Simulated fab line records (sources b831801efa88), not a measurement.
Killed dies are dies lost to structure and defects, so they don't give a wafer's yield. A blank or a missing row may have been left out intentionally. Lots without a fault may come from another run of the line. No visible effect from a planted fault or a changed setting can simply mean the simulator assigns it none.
fab line records ; flow sky130
record: lots: 14; wafers: 42; last-day: 50
route steps=708 shown FIELD_ISO@15 NWELL@66 VT_ADJUST_NCORE@126 PAD_OPEN@708
lots that met no fault: from a run of the same line without faults
start-h: the number of hours between the record's first day and the start of the first shown wafer of the lot ; wait-h: hours since the lot's step before ; " identical to the entry in the row above ; L1.1+2: a single row standing in for several wafers ; - no value present, or no start provided ; * or withheld: withheld ; < > ~ a bound
route shown NAME@n: a module of which the file shows steps, and the number in the route of the first ; usual: the fault-free wafers' mean and standard deviation ; same: alike in all rows ; chamber/n: place in a boat ; sites: each site's reading ; _std_site: their standard deviation ; _edge_site: inner sites' mean taken away from outer sites' mean ; radius-mm: how far each site lies from the wafer's centre ; mask NAME#n: copy n ; behind: the last tool/chamber to shape the wafer ; hold: cause of the lot's hold/its duration in hours/its outcome ; device: names the non-switching transistor (n, p or np) ; end of line: tests run on the same wafers once the route is complete ; where a step has no rows: the recipe by itself ; killed: dies lost to structure and defects at the first sort, not the wafer's yield ; map: per-die view of a wafer (x killed, . not killed, _ where there is no die)
set.NAME: the setting as run; set.NAME@STEP: as run at that earlier step ; model.NAME: the simulator's own value behind a step, which no gauge read
the route's steps for a sample of lots (tables are steps, rows are wafers)
services: when a tool's chamber went out of use (start-h, in hours from the record's first day, below 0 if earlier), for how many hours, and the reason
== steps ==
step: SKY_FIELD_ISO_ETCH_14
recipe: chemistry: N2/H2; target: BARC; ion-energy-ev: 204.6; source-w: 500; bias-w: 100; pressure-mtorr: 30; n2-flow-sccm: 100; h2-flow-sccm: 200; stop-on: SiO2; time-s: 45.9; target-depth-a: 600
usual: drypump-motor-current-A: 5.9/0.48; oes-product-au: 0.854/0.005; throttle-valve-pct: 13.225/0.0091
lot.wafer;tool;chamber;start-h;wait-h;drypump-motor-current-A;oes-product-au;rf-hours-counter-h;throttle-valve-pct
L984.3;rie-diel-02;2;28.78;0.1;5.8;0.853;33;13.225
L984.4;rie-diel-02;1;28.78;0.1;6.3;0.849;-;13.237
L984.5;rie-diel-02;0;28.78;0.1;6.8;0.858;-;13.206
L985.4;rie-diel-03;2;34.84;0.0;5.4;0.854;115;13.230
L985.5;rie-diel-03;2;34.84;0.0;5.4;0.854;-;13.222
L985.6;rie-diel-03;3;34.84;0.0;5.5;0.864;-;13.214
L986.1;rie-diel-01;3;37.75;0.1;5.6;0.869;30;13.205
L986.3;rie-diel-01;1;37.75;0.1;5.7;0.851;106;13.242
L986.5;rie-diel-01;1;37.75;0.1;5.7;0.854;-;13.221
L988.1;rie-diel-03;3;52.09;0.1;5.5;0.854;74;13.225
L988.4;rie-diel-03;1;52.09;0.1;5.0;0.851;95;13.213
L988.5;rie-diel-03;0;52.09;0.1;6.0;0.855;-;13.225
L989.1;rie-diel-02;0;59.75;0.1;6.8;0.855;60;13.226
L989.3;rie-diel-02;2;59.75;0.1;5.8;0.851;33;13.212
L989.5;rie-diel-02;2;59.75;0.1;5.8;0.856;-;13.223
L991.1;rie-diel-01;2;66.19;0.1;5.4;0.855;127;13.209
L991.2;rie-diel-01;3;66.19;0.1;5.6;0.861;31;13.246
L991.4;rie-diel-01;1;66.19;0.1;5.7;0.855;107;13.222
L992.1;rie-diel-01;1;69.99;0.1;5.7;0.851;107;13.218
L992.3;rie-diel-01;0;69.99;0.1;5.6;0.849;31;13.217
L992.6;rie-diel-01;3;69.99;0.1;5.6;0.858;-;13.230
L993.2;rie-diel-02;2;75.18;0.1;5.8;0.853;33;13.226
L993.4;rie-diel-02;3;75.18;0.1;6.0;0.853;22;13.222
L993.6;rie-diel-02;2;75.18;0.1;5.8;0.853;-;13.230
L994.1;rie-diel-02;1;79.95;0.1;6.3;0.851;113;13.229
L994.5;rie-diel-02;3;79.95;0.1;6.0;0.853;-;13.234
L994.6;rie-diel-02;0;79.95;0.1;6.8;0.852;-;13.220
L998.1;rie-diel-02;3;102.19;0.1;5.9;0.849;23;13.225
L998.2;rie-diel-02;3;102.19;0.1;6.0;0.856;-;13.228
L998.4;rie-diel-02;3;102.19;0.1;6.0;0.845;-;13.210
L100.1;rie-diel-02;0;113.35;0.1;6.8;0.861;60;13.225
L100.4;rie-diel-02;2;113.35;0.1;5.8;0.857;34;13.211
L100.6;rie-diel-02;0;113.35;0.1;6.7;0.863;-;13.227
L101.1;rie-diel-02;1;117.23;0.1;6.3;0.851;114;13.217
L101.2;rie-diel-02;2;117.23;0.1;5.8;0.865;34;13.208
L101.3;rie-diel-02;3;117.23;0.1;6.0;0.858;24;13.220
L105.2;rie-diel-01;1;137.44;0.1;5.7;0.856;108;13.231
L105.3;rie-diel-01;0;137.44;0.1;5.6;0.849;32;13.237
L105.5;rie-diel-01;2;137.44;0.1;5.4;0.847;-;13.233
L106.2;rie-diel-02;2;143.34;0.1;5.8;0.857;34;13.221
L106.3;rie-diel-02;0;143.34;0.1;6.8;0.860;61;13.223
L106.5;rie-diel-02;3;143.34;0.1;6.1;0.858;-;13.222
step: SKY_NWELL_IMPLANT_13
recipe: species: P; energy-kev: 50; dose-cm2: 7e+11; tilt-deg: withheld
usual: dose-ions-cm2: 7.001e+11/7.8e+08; faraday-current-uA: 3.94/0.077
same: implant-ion-amu: 31
lot.wafer;tool;chamber;start-h;wait-h;dose-ions-cm2;faraday-current-uA
L984.3;implanter-01;0;82.95;0.1;6.998e+11;3.92
L984.4;implanter-01;0;82.95;0.1;6.999e+11;3.90
L984.5;implanter-01;0;82.95;0.1;7.004e+11;3.97
L985.4;implanter-03;0;94.73;0.1;7.004e+11;4.07
L985.5;implanter-03;0;94.73;0.1;6.999e+11;3.88
L985.6;implanter-03;0;94.73;0.1;6.996e+11;3.92
L986.1;implanter-01;0;95.00;0.1;7e+11;3.95
L986.3;implanter-01;0;95.00;0.1;6.996e+11;3.97
L986.5;implanter-01;0;95.00;0.1;7.007e+11;3.94
L988.1;implanter-01;0;107.86;0.1;7.002e+11;4.00
L988.4;implanter-01;0;107.86;0.1;7.003e+11;3.90
L988.5;implanter-01;0;107.86;0.1;6.999e+11;4.04
L989.1;implanter-01;0;116.25;0.1;6.998e+11;4.03
L989.3;implanter-01;0;116.25;0.1;7.001e+11;3.93
L989.5;implanter-01;0;116.25;0.1;6.987e+11;3.91
L991.1;implanter-01;0;125.75;0.1;6.999e+11;4.04
L991.2;implanter-01;0;125.75;0.1;7.004e+11;3.93
L991.4;implanter-01;0;125.75;0.1;7.004e+11;3.87
L992.1;implanter-03;0;131.50;0.1;7.009e+11;4.10
L992.3;implanter-03;0;131.50;0.1;7.013e+11;4.04
L992.6;implanter-03;0;131.50;0.1;7.002e+11;3.91
L993.2;implanter-04;0;133.93;0.1;7.005e+11;3.86
L993.4;implanter-04;0;133.93;0.1;7.014e+11;3.93
L993.6;implanter-04;0;133.93;0.1;7.011e+11;3.92
L994.1;implanter-04;0;144.05;0.1;6.993e+11;3.90
L994.5;implanter-04;0;144.05;0.1;6.993e+11;3.89
L994.6;implanter-04;0;144.05;0.1;6.986e+11;3.94
L998.1;implanter-04;0;165.20;0.1;6.092e+11;3.44
L998.2;implanter-04;0;165.20;0.1;6.081e+11;3.48
L998.4;implanter-04;0;165.20;0.1;6.086e+11;3.43
L100.1;implanter-04;0;180.05;0.1;6.085e+11;3.46
L100.4;implanter-04;0;180.05;0.1;6.092e+11;3.44
L100.6;implanter-04;0;180.05;0.1;6.078e+11;3.28
L101.1;implanter-04;0;184.80;0.1;6.094e+11;3.61
L101.2;implanter-04;0;184.80;0.1;6.081e+11;3.38
L101.3;implanter-04;0;184.80;0.1;6.093e+11;3.44
L105.2;implanter-03;0;206.13;0.1;6.995e+11;3.98
L105.3;implanter-03;0;206.13;0.1;7.001e+11;3.97
L105.5;implanter-03;0;206.13;0.1;7.006e+11;3.92
L106.2;implanter-03;0;217.18;0.1;6.991e+11;3.95
L106.3;implanter-03;0;217.18;0.1;7.003e+11;4.00
L106.5;implanter-03;0;217.18;0.1;6.999e+11;3.91
step: SKY_NWELL_TW_MEAS_15
usual: NWELL_TW: 1795/14
lot.wafer;tool;chamber;start-h;wait-h;NWELL_TW
L984.3;film-metro-04;-;83.17;0.1;1813
L984.4;film-metro-04;-;83.17;0.1;1808
L984.5;film-metro-04;-;83.17;0.1;1803
L985.4;film-metro-02;-;94.93;0.1;1793
L985.5;film-metro-02;-;94.93;0.1;1789
L985.6;film-metro-02;-;94.93;0.1;1792
L986.1;film-metro-03;-;95.25;0.1;1789
L986.3;film-metro-03;-;95.25;0.1;1791
L986.5;film-metro-03;-;95.25;0.1;1780
L988.1;film-metro-04;-;108.11;0.1;1815
L988.4;film-metro-04;-;108.11;0.1;1813
L988.5;film-metro-04;-;108.11;0.1;1818
L989.1;film-metro-04;-;116.50;0.1;1803
L989.3;film-metro-04;-;116.50;0.1;1805
L989.5;film-metro-04;-;116.50;0.1;1812
L991.1;film-metro-02;-;126.00;0.1;1794
L991.2;film-metro-02;-;126.00;0.1;1801
L991.4;film-metro-02;-;126.00;0.1;1791
L992.1;film-metro-02;-;131.75;0.1;1798
L992.3;film-metro-02;-;131.75;0.1;1790
L992.6;film-metro-02;-;131.75;0.1;1799
L993.2;film-metro-02;-;134.16;0.1;1788
L993.4;film-metro-02;-;134.16;0.1;1785
L993.6;film-metro-02;-;134.16;0.1;1799
L994.1;film-metro-02;-;144.30;0.1;1798
L994.5;film-metro-02;-;144.30;0.1;1796
L994.6;film-metro-02;-;144.30;0.1;1789
L998.1;film-metro-02;-;165.45;0.1;1788
L998.2;film-metro-02;-;165.45;0.1;1793
L998.4;film-metro-02;-;165.45;0.1;1789
L100.1;film-metro-02;-;180.30;0.1;1802
L100.4;film-metro-02;-;180.30;0.1;1805
L100.6;film-metro-02;-;180.30;0.1;1800
L101.1;film-metro-02;-;185.05;0.1;1802
L101.2;film-metro-02;-;185.05;0.1;1805
L101.3;film-metro-02;-;185.05;0.1;1808
L105.2;film-metro-03;-;206.36;0.1;1788
L105.3;film-metro-03;-;206.36;0.1;1784
L105.5;film-metro-03;-;206.36;0.1;1775
L106.2;film-metro-02;-;217.41;0.1;1798
L106.3;film-metro-02;-;217.41;0.1;1811
L106.5;film-metro-02;-;217.41;0.1;1795
step: SKY_VT_ADJUST_NCORE_CD_MEAS_07
recipe: target-cd-nm: 380
usual: cd-nm: 379.5/2.9
lot.wafer;tool;chamber;start-h;wait-h;cd-nm
L984.3;cd-sem-01;-;177.20;0.1;379.4
L984.4;cd-sem-01;-;177.20;0.1;379.6
L984.5;cd-sem-01;-;177.20;0.1;380.2
L985.4;cd-sem-01;-;192.33;0.1;382.4
L985.5;cd-sem-01;-;192.33;0.1;381.2
L985.6;cd-sem-01;-;192.33;0.1;380.5
L986.1;cd-sem-01;-;193.31;0.1;381.7
L986.3;cd-sem-01;-;193.31;0.1;381.4
L986.5;cd-sem-01;-;193.31;0.1;383.1
L988.1;cd-sem-01;-;208.03;0.1;385.4
L988.4;cd-sem-01;-;208.03;0.1;385.4
L988.5;cd-sem-01;-;208.03;0.1;384.1
L989.1;cd-sem-01;-;219.11;0.1;380.3
L989.3;cd-sem-01;-;219.11;0.1;379.5
L989.5;cd-sem-01;-;219.11;0.1;378.7
L991.1;cd-sem-01;-;230.92;0.1;373.3
L991.2;cd-sem-01;-;230.92;0.1;373.7
L991.4;cd-sem-01;-;230.92;0.1;373.9
L992.1;cd-sem-01;-;239.12;0.1;379.5
L992.3;cd-sem-01;-;239.12;0.1;375.9
L992.6;cd-sem-01;-;239.12;0.1;377.5
L993.2;cd-sem-01;-;240.44;0.1;379.8
L993.4;cd-sem-01;-;240.44;0.1;378.5
L993.6;cd-sem-01;-;240.44;0.1;378.4
L994.1;cd-sem-02;-;253.81;0.1;374.2
L994.5;cd-sem-02;-;253.81;0.1;375.3
L994.6;cd-sem-02;-;253.81;0.1;375.1
L998.1;cd-sem-02;-;279.76;0.1;380.2
L998.2;cd-sem-02;-;279.76;0.1;382.8
L998.4;cd-sem-02;-;279.76;0.1;378.4
L100.1;cd-sem-01;-;298.57;0.1;381.6
L100.4;cd-sem-01;-;298.57;0.1;380.6
L100.6;cd-sem-01;-;298.57;0.1;381.8
L101.1;cd-sem-02;-;304.86;0.1;378.0
L101.2;cd-sem-02;-;304.86;0.1;378.6
L101.3;cd-sem-02;-;304.86;0.1;378.5
L105.2;cd-sem-01;-;329.59;0.1;379.4
L105.3;cd-sem-01;-;329.59;0.1;383.6
L105.5;cd-sem-01;-;329.59;0.1;382.9
L106.2;cd-sem-02;-;341.74;0.1;378.4
L106.3;cd-sem-02;-;341.74;0.1;379.4
L106.5;cd-sem-02;-;341.74;0.1;380.0
step: SKY_PAD_OPEN_PROBE_99
usual: killed_at_M0_to_M3: 44/7.9; killed_at_M4_up: 3.1/2; killed-at-contacts: 23/4.9; killed-at-front-end: 15/3.9; killed-at-other: 0.2/0.49; killed-dies: 86/10; killed-on-rim: 17/3.9; killed-open: 47/7.1; killed-short: 39/7.1
same: gross-dies: 492; killed-at-back-side: 0
lot.wafer;tool;chamber;start-h;wait-h;killed_at_M0_to_M3;killed_at_M4_up;killed-at-contacts;killed-at-front-end;killed-at-other;killed-dies;killed-on-rim;killed-open;killed-short
L984.3;prober-02;-;1071.68;0.2;49;1;28;15;0;93;18;50;43
L984.4;prober-02;-;1071.73;0.2;52;5;26;15;2;100;22;50;50
L984.5;prober-02;-;1071.78;0.2;40;0;21;16;0;77;22;44;33
L985.4;prober-01;-;1082.63;0.2;29;5;22;19;1;76;12;49;24
L985.5;prober-01;-;1082.68;0.2;45;2;23;17;1;88;22;47;41
L985.6;prober-01;-;1082.73;0.2;32;7;16;18;0;73;14;31;42
L986.1;prober-02;-;1084.79;0.1;34;1;24;15;0;74;22;39;34
L986.3;prober-02;-;1084.89;0.2;49;1;18;9;0;77;16;43;34
L986.5;prober-02;-;1084.99;0.2;47;5;25;19;0;96;19;46;50
L988.1;prober-02;-;1099.59;0.1;65;3;21;16;0;105;20;56;49
L988.4;prober-02;-;1099.74;0.2;50;5;25;20;1;101;24;47;54
L988.5;prober-02;-;1099.79;0.2;47;3;19;15;0;84;13;43;41
L989.1;prober-01;-;1110.44;0.1;37;3;21;18;0;79;17;41;37
L989.3;prober-01;-;1110.54;0.2;57;3;20;15;1;96;21;55;41
L989.5;prober-01;-;1110.64;0.2;42;5;35;7;0;89;14;46;43
L991.1;prober-01;-;1117.27;0.1;39;2;22;16;0;79;18;43;36
L991.2;prober-01;-;1117.32;0.1;60;3;26;13;0;102;18;49;53
L991.4;prober-01;-;1117.42;0.2;44;0;24;19;0;87;17;49;38
L993.2;prober-01;-;1133.87;0.1;38;4;25;14;0;81;12;55;26
L993.4;prober-01;-;1133.97;0.2;56;1;19;7;0;83;17;41;42
L993.6;prober-01;-;1134.07;0.2;52;5;23;10;0;90;22;46;43
L992.1;prober-01;-;1135.01;0.1;49;2;24;17;0;92;23;48;44
L992.3;prober-01;-;1135.11;0.2;50;3;24;22;0;99;19;50;49
L992.6;prober-01;-;1135.26;0.2;47;3;22;10;0;82;21;49;33
L994.1;prober-02;-;1142.61;0.1;70;5;17;16;0;108;24;63;45
L994.5;prober-02;-;1142.81;0.2;50;3;22;13;0;88;24;36;52
L994.6;prober-02;-;1142.86;0.2;48;1;23;16;1;89;19;46;43
L100.1;prober-02;-;1168.52;0.1;40;1;23;7;0;71;12;39;32
L100.4;prober-02;-;1168.67;0.2;66;1;25;23;0;115;22;67;48
L100.6;prober-02;-;1168.77;0.2;41;7;23;9;0;80;16;36;44
L101.1;prober-02;-;1173.83;0.1;41;3;20;25;0;89;22;51;38
L101.2;prober-02;-;1173.88;0.1;42;2;22;16;0;82;11;41;41
L101.3;prober-02;-;1173.93;0.2;34;2;22;15;0;73;20;43;30
L105.2;prober-01;-;1186.37;0.1;39;5;20;17;0;81;15;46;35
L105.3;prober-01;-;1186.42;0.2;36;0;21;11;1;69;9;41;28
L105.5;prober-01;-;1186.52;0.2;38;2;17;21;1;79;12;44;34
L106.2;prober-02;-;1195.60;0.1;46;2;39;12;0;99;21;50;49
L106.3;prober-02;-;1195.65;0.2;44;0;41;16;0;101;21;59;42
L106.5;prober-02;-;1195.75;0.2;30;4;20;14;0;68;16;34;34
killed by level:class
L984.3 VIA1:geometric-particle:open=15 LI_CONTACT:geometric-particle:open=10 METAL2:geometric-particle:short=8 CONTACT:geometric-particle:open=7 FIELD_ISO:geometric-particle:short=6 FIELD_ISO:geometric-particle:open=4 POLY_GATE:geometric-particle:short=4 LOCAL_INTERCONNECT:geometric-particle:short=4
L984.4 VIA1:geometric-particle:open=12 METAL2:geometric-particle:short=10 VIA3:geometric-particle:open=8 LI_CONTACT:geometric-particle:open=8 METAL1:geometric-particle:short=6 CONTACT:geometric-particle:open=6 FIELD_ISO:geometric-particle:short=4 POLY_GATE:geometric-particle:open=4
L984.5 VIA1:geometric-particle:open=9 VIA3:geometric-particle:open=8 LI_CONTACT:geometric-particle:open=7 CONTACT:geometric-particle:open=7 POLY_GATE:geometric-particle:open=5 VIA1:geometric-particle:short=5 FIELD_ISO:geometric-particle:short=4 CONTACT:geometric-particle:short=4
L985.4 VIA1:geometric-particle:open=10 VIA2:geometric-particle:open=9 FIELD_ISO:geometric-particle:open=7 CONTACT:geometric-particle:open=7 LI_CONTACT:geometric-particle:open=6 LOCAL_INTERCONNECT:geometric-particle:short=4 POLY_GATE:geometric-particle:short=3 CONTACT:geometric-particle:short=3
L985.5 VIA2:geometric-particle:open=11 VIA1:geometric-particle:open=9 VIA3:geometric-particle:open=7 CONTACT:geometric-particle:short=7 VIA1:geometric-particle:short=6 FIELD_ISO:geometric-particle:short=5 LOCAL_INTERCONNECT:geometric-particle:short=5 LI_CONTACT:geometric-particle:open=4
L985.6 VIA1:geometric-particle:short=8 VIA1:geometric-particle:open=7 METAL4:geometric-particle:short=6 FIELD_ISO:geometric-particle:open=5 LOCAL_INTERCONNECT:geometric-particle:short=5 FIELD_ISO:geometric-particle:short=4 LI_CONTACT:geometric-particle:short=4 LI_CONTACT:geometric-particle:open=4
L986.1 CONTACT:geometric-particle:open=8 FIELD_ISO:geometric-particle:open=7 VIA1:geometric-particle:open=7 VIA1:geometric-particle:short=6 CONTACT:geometric-particle:short=5 LOCAL_INTERCONNECT:geometric-particle:short=5 FIELD_ISO:geometric-particle:short=4 VIA2:geometric-particle:open=4
L986.3 VIA1:geometric-particle:open=10 METAL2:geometric-particle:short=8 VIA2:geometric-particle:open=7 LI_CONTACT:geometric-particle:open=6 CONTACT:geometric-particle:open=6 METAL1:geometric-particle:short=6 VIA1:geometric-particle:short=6 VIA3:geometric-particle:open=6
L986.5 VIA1:geometric-particle:open=11 CONTACT:geometric-particle:open=9 VIA3:geometric-particle:open=8 FIELD_ISO:geometric-particle:short=7 LI_CONTACT:geometric-particle:open=6 VIA1:geometric-particle:short=6 VIA2:geometric-particle:short=6 LI_CONTACT:geometric-particle:short=5
L988.1 VIA2:geometric-particle:open=12 VIA3:geometric-particle:open=10 VIA1:geometric-particle:open=10 FIELD_ISO:geometric-particle:short=8 METAL1:geometric-particle:short=7 CONTACT:geometric-particle:open=6 METAL2:geometric-particle:short=6 LI_CONTACT:geometric-particle:open=5
L988.4 VIA1:geometric-particle:open=17 LOCAL_INTERCONNECT:geometric-particle:short=8 CONTACT:geometric-particle:short=7 CONTACT:geometric-particle:open=7 VIA2:geometric-particle:open=7 POLY_GATE:geometric-particle:short=6 METAL1:geometric-particle:short=5 VIA2:geometric-particle:short=5
L988.5 VIA3:geometric-particle:open=12 VIA1:geometric-particle:open=10 CONTACT:geometric-particle:short=8 METAL1:geometric-particle:short=7 FIELD_ISO:geometric-particle:short=5 CONTACT:geometric-particle:open=5 VIA2:geometric-particle:open=5 VIA1:geometric-particle:short=4
L989.1 VIA1:geometric-particle:open=9 FIELD_ISO:geometric-particle:open=6 LI_CONTACT:geometric-particle:open=6 CONTACT:geometric-particle:open=5 METAL1:geometric-particle:short=5 LI_CONTACT:geometric-particle:short=4 SPACER:geometric-particle:short=4 METAL2:geometric-particle:short=4
L989.3 VIA1:geometric-particle:open=19 VIA2:geometric-particle:open=10 CONTACT:geometric-particle:open=6 METAL2:geometric-particle:short=6 LOCAL_INTERCONNECT:geometric-particle:short=5 VIA3:geometric-particle:open=5 FIELD_ISO:geometric-particle:short=4 POLY_GATE:geometric-particle:open=4
L989.5 VIA1:geometric-particle:open=14 LI_CONTACT:geometric-particle:short=9 CONTACT:geometric-particle:open=9 VIA2:geometric-particle:open=9 LOCAL_INTERCONNECT:geometric-particle:short=6 METAL4:geometric-particle:short=5 LI_CONTACT:geometric-particle:open=5 METAL1:geometric-particle:short=5
L991.1 CONTACT:geometric-particle:open=10 VIA1:geometric-particle:open=10 VIA3:geometric-particle:open=6 POLY_GATE:geometric-particle:short=5 LI_CONTACT:geometric-particle:open=5 VIA2:geometric-particle:open=5 METAL1:geometric-particle:short=5 LOCAL_INTERCONNECT:geometric-particle:short=4
L991.2 CONTACT:geometric-particle:open=15 METAL1:geometric-particle:short=13 VIA1:geometric-particle:open=13 VIA1:geometric-particle:short=7 METAL3:geometric-particle:short=6 VIA3:geometric-particle:open=6 METAL2:geometric-particle:short=5 CONTACT:geometric-particle:short=4
L991.4 CONTACT:geometric-particle:open=10 METAL2:geometric-particle:short=9 LI_CONTACT:geometric-particle:open=7 VIA2:geometric-particle:open=6 VIA3:geometric-particle:open=6 METAL1:geometric-particle:short=5 VIA1:geometric-particle:open=5 FIELD_ISO:geometric-particle:short=4
L993.2 CONTACT:geometric-particle:open=15 VIA1:geometric-particle:open=9 VIA2:geometric-particle:open=8 POLY_GATE:geometric-particle:open=7 VIA3:geometric-particle:open=7 LI_CONTACT:geometric-particle:open=4 METAL2:geometric-particle:short=4 METAL4:geometric-particle:short=4
L993.4 VIA1:geometric-particle:open=10 VIA3:geometric-particle:open=9 VIA1:geometric-particle:short=8 CONTACT:geometric-particle:open=7 METAL1:geometric-particle:short=6 METAL2:geometric-particle:short=6 LI_CONTACT:geometric-particle:open=4 CONTACT:geometric-particle:short=4
L993.6 VIA1:geometric-particle:open=17 VIA3:geometric-particle:open=8 METAL2:geometric-particle:short=7 LI_CONTACT:geometric-particle:open=7 CONTACT:geometric-particle:short=7 VIA1:geometric-particle:short=6 METAL4:geometric-particle:short=5 CONTACT:geometric-particle:open=4
L992.1 VIA2:geometric-particle:open=11 CONTACT:geometric-particle:open=10 METAL2:geometric-particle:short=8 VIA1:geometric-particle:open=8 POLY_GATE:geometric-particle:short=5 LI_CONTACT:geometric-particle:open=5 CONTACT:geometric-particle:short=5 VIA1:geometric-particle:short=5
L992.3 VIA1:geometric-particle:open=14 VIA1:geometric-particle:short=8 CONTACT:geometric-particle:open=7 METAL1:geometric-particle:short=6 POLY_GATE:geometric-particle:short=5 LI_CONTACT:geometric-particle:open=5 LOCAL_INTERCONNECT:geometric-particle:short=5 CONTACT:geometric-particle:short=5
L992.6 VIA1:geometric-particle:open=15 CONTACT:geometric-particle:open=11 VIA2:geometric-particle:open=7 VIA3:geometric-particle:short=5 VIA3:geometric-particle:open=5 METAL1:geometric-particle:short=4 VIA1:geometric-particle:short=4 FIELD_ISO:geometric-particle:open=3
L994.1 VIA1:geometric-particle:open=17 VIA2:geometric-particle:open=14 VIA1:geometric-particle:short=10 VIA3:geometric-particle:open=8 METAL2:geometric-particle:short=8 CONTACT:geometric-particle:open=7 POLY_GATE:geometric-particle:open=6 POLY_GATE:geometric-particle:short=4
L994.5 VIA1:geometric-particle:open=7 METAL1:geometric-particle:short=7 METAL2:geometric-particle:short=7 LI_CONTACT:geometric-particle:open=6 CONTACT:geometric-particle:open=6 POLY_GATE:geometric-particle:short=5 VIA1:geometric-particle:short=5 VIA2:geometric-particle:short=5
L994.6 VIA1:geometric-particle:open=11 CONTACT:geometric-particle:open=10 METAL1:geometric-particle:short=6 VIA2:geometric-particle:open=6 VIA1:geometric-particle:short=6 METAL2:geometric-particle:short=5 VIA2:geometric-particle:short=5 LOCAL_INTERCONNECT:geometric-particle:short=5
L100.1 VIA1:geometric-particle:open=14 LI_CONTACT:geometric-particle:open=7 CONTACT:geometric-particle:open=6 CONTACT:geometric-particle:short=6 VIA2:geometric-particle:open=5 METAL1:geometric-particle:short=4 LOCAL_INTERCONNECT:geometric-particle:short=3 VIA3:geometric-particle:open=3
L100.4 VIA1:geometric-particle:open=14 VIA3:geometric-particle:open=12 VIA2:geometric-particle:open=10 CONTACT:geometric-particle:open=7 VIA1:geometric-particle:short=7 POLY_GATE:geometric-particle:open=6 VIA3:geometric-particle:short=6 CONTACT:geometric-particle:short=6
L100.6 VIA1:geometric-particle:open=9 CONTACT:geometric-particle:open=7 METAL2:geometric-particle:short=6 VIA2:geometric-particle:open=6 LI_CONTACT:geometric-particle:short=5 VIA1:geometric-particle:short=5 LI_CONTACT:geometric-particle:open=4 METAL4:geometric-particle:short=4
L101.1 FIELD_ISO:geometric-particle:open=9 VIA1:geometric-particle:open=9 CONTACT:geometric-particle:open=7 CONTACT:geometric-particle:short=7 VIA2:geometric-particle:open=7 FIELD_ISO:geometric-particle:short=6 VIA1:geometric-particle:short=5 POLY_GATE:geometric-particle:short=5
L101.2 CONTACT:geometric-particle:open=13 VIA1:geometric-particle:open=10 METAL2:geometric-particle:short=8 VIA2:geometric-particle:open=6 FIELD_ISO:geometric-particle:short=4 POLY_GATE:geometric-particle:short=4 POLY_GATE:geometric-particle:open=4 LI_CONTACT:geometric-particle:open=4
L101.3 CONTACT:geometric-particle:open=9 LI_CONTACT:geometric-particle:open=7 POLY_GATE:geometric-particle:open=6 METAL2:geometric-particle:short=6 VIA2:geometric-particle:open=6 VIA3:geometric-particle:open=6 CONTACT:geometric-particle:short=5 FIELD_ISO:geometric-particle:open=4
L105.2 VIA3:geometric-particle:open=11 CONTACT:geometric-particle:open=8 VIA1:geometric-particle:open=7 VIA2:geometric-particle:open=6 LOCAL_INTERCONNECT:geometric-particle:short=5 POLY_GATE:geometric-particle:short=4 SPACER:geometric-particle:short=4 METAL1:geometric-particle:short=4
L105.3 VIA1:geometric-particle:open=8 METAL2:geometric-particle:short=8 CONTACT:geometric-particle:open=7 LI_CONTACT:geometric-particle:open=7 VIA3:geometric-particle:open=5 POLY_GATE:geometric-particle:open=4 POLY_GATE:geometric-particle:short=4 VIA2:geometric-particle:open=4
L105.5 VIA1:geometric-particle:open=13 CONTACT:geometric-particle:open=7 FIELD_ISO:geometric-particle:open=6 METAL1:geometric-particle:short=6 POLY_GATE:geometric-particle:open=5 METAL3:geometric-particle:short=5 FIELD_ISO:geometric-particle:short=4 LI_CONTACT:geometric-particle:open=4
L106.2 CONTACT:geometric-particle:open=12 LI_CONTACT:geometric-particle:open=9 VIA1:geometric-particle:open=8 LOCAL_INTERCONNECT:geometric-particle:short=7 VIA2:geometric-particle:open=7 POLY_GATE:geometric-particle:short=6 LI_CONTACT:geometric-particle:short=6 METAL2:geometric-particle:short=6
L106.3 VIA1:geometric-particle:open=14 LI_CONTACT:geometric-particle:open=13 CONTACT:geometric-particle:open=12 CONTACT:geometric-particle:short=8 METAL1:geometric-particle:short=6 VIA3:geometric-particle:open=6 LOCAL_INTERCONNECT:geometric-particle:short=5 VIA1:geometric-particle:short=5
L106.5 VIA1:geometric-particle:short=7 CONTACT:geometric-particle:open=7 VIA1:geometric-particle:open=7 FIELD_ISO:geometric-particle:short=6 LI_CONTACT:geometric-particle:open=6 POLY_GATE:geometric-particle:open=3 LOCAL_INTERCONNECT:geometric-particle:short=3 VIA3:geometric-particle:open=3
== services ==
tool;chamber;start-h;hours;kind
rie-diel-01;1;17.57;16.6;repair
implanter-04;-;19.93;2.0;repair
rie-diel-02;3;20.02;8.8;repair
implanter-01;-;33.15;3.7;repair
rie-diel-02;2;91.79;15.3;repair
rie-diel-02;1;99.98;5.9;repair
rie-diel-02;0;101.05;10.0;repair
implanter-04;-;111.20;16.9;pm
rie-diel-02;3;128.91;1.3;repair
implanter-01;-;133.62;1.6;repair
implanter-04;-;134.32;3.9;pm
implanter-01;-;147.70;1.8;repair
rie-diel-03;-;150.99;1.3;repair
rie-diel-02;3;168.48;58.6;repair
implanter-01;-;194.71;5.2;repair
implanter-01;-;195.79;10.5;repair
rie-diel-01;1;197.18;2.0;repair
rie-diel-01;3;200.22;5.6;repair
implanter-03;-;210.03;4.1;pm
rie-diel-02;2;213.87;5.3;repair
== key ==
first-sign: step: SKY_NWELL_IMPLANT_13; reading: dose-ions-cm2; direction: down; sigmas: 99+; usual: *; struck: *
effect: step: SKY_NWELL_IMPLANT_13; reading: faraday-current-uA; direction: down; sigmas: 6.5; usual: 3.94; struck: 3.44
met-at SKY_NWELL_IMPLANT_13
struck-lots L998,L100,L101
rows-end L998.1,L998.2,L998.4
tester-left-out L100,L101
not-acting-at SKY_FIELD_ISO_ETCH_14,SKY_NWELL_TW_MEAS_15,SKY_VT_ADJUST_NCORE_CD_MEAS_07
onset-between 144.05 165.20
fault: kind: process-parameter-drift; tool: implanter-04; chamber: -; onset-h: 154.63; steps: SKY_NWELL_IMPLANT_13; channel: dose-cm2; offset: *; shape: step; end-h: 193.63; acts-in: *; stated: *
tester-left-out: of these lots the tester's yield and bins aren't shown, on N5 and GAA mostly nor the transistor test; their killed dies are dies lost to structure and defects alone, not to doping, threshold or leakage, so they don't give the yield
rows-end: these wafers met a further fault down the route, and their rows from its step on are left out
